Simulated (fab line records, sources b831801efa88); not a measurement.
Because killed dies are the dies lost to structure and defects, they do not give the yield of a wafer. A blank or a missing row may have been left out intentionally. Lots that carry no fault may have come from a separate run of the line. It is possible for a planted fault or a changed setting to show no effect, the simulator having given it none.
A single fault, viewed from 2 desks    flow gf180mcu    every desk sees just its own numbers, and what lay behind them comes last

== FROM THE METROLOGY DESK ==
What the gauges read, lot by lot, whatever tool the lot ran on: means of the sampled wafers that have a number. Marked OUT: a lot whose mean sits more than 4 standard deviations from the usual mean, which makes it out of limits; the brackets give that distance.
Columns: A = NWELL_OVL at GF_NWELL_OVL_MEAS_07, usual 0.2 nm; B = LVPWELL_OVL at GF_LVPWELL_OVL_MEAS_07, usual 0.1 nm; C = MVSD_TW at GF_MVSD_TW_MEAS_11, usual 1577; D = VT_IMPLANT_OVL at GF_VT_IMPLANT_OVL_MEAS_07, usual 0.8 nm
lot   first seen here  A     B     C     D
L981  day 3 07:01      1.7   1.3   1557  1.5
L985  day 4 06:22      0.0   -1.5  1574  1.7
L986  day 4 10:44      1.5   -0.6  1570  2.8
L987  day 4 15:04      -0.6  1.1   1595  0.9
L991  day 5 14:10      -1.4  1.0   1597  3.0
L992  day 5 18:46      0.2   0.7   1599  0.8
L993  day 6 03:55      0.4   1.1   1564  0.7
L994  day 6 08:31      -2.2  0.5   1592  2.1
L995  day 6 13:20      0.9   0.4   1594  0.7
L997  day 7 01:04      3.6   -     1569  1.2
L998  day 7 05:31      1.6   -0.2  1585  0.2
L101  day 7 20:10      0.9   -     1561  -1.4
L102  day 8 01:43      -0.0  -0.6  1578  0.6
L104  day 8 14:37      -0.2  0.8   1570  0.7
This desk's verdict: no lot among the 14 shows anything out of limits.

== AT THE TOOL OWNER'S DESK: lithoTrack-02 ==
The tool's own readings at GF_LVPWELL_DEVELOP_06 (develop time 60 s): means of the sampled wafers that have a number, for each lot that ran on this tool. Marked OUT: a lot whose mean sits more than 4 standard deviations from the usual mean, which makes it out of limits; the brackets give that distance.
Columns: A = developerTempC at GF_LVPWELL_DEVELOP_06, usual 22.97 C
lot   first seen here  A
L987  day 5 04:00      23.04
L995  day 7 05:00      22.98
L997  day 7 16:00      22.95
L101  day 8 12:00      23.07
This desk's verdict: no lot among the 4 shows anything out of limits.

== TAKEN TOGETHER ==
Nothing out of limits was seen by the metrology desk.
The desk of the tool owner found nothing out of limits.

== WHAT WAS PUT IN BY THE SIMULATOR ==
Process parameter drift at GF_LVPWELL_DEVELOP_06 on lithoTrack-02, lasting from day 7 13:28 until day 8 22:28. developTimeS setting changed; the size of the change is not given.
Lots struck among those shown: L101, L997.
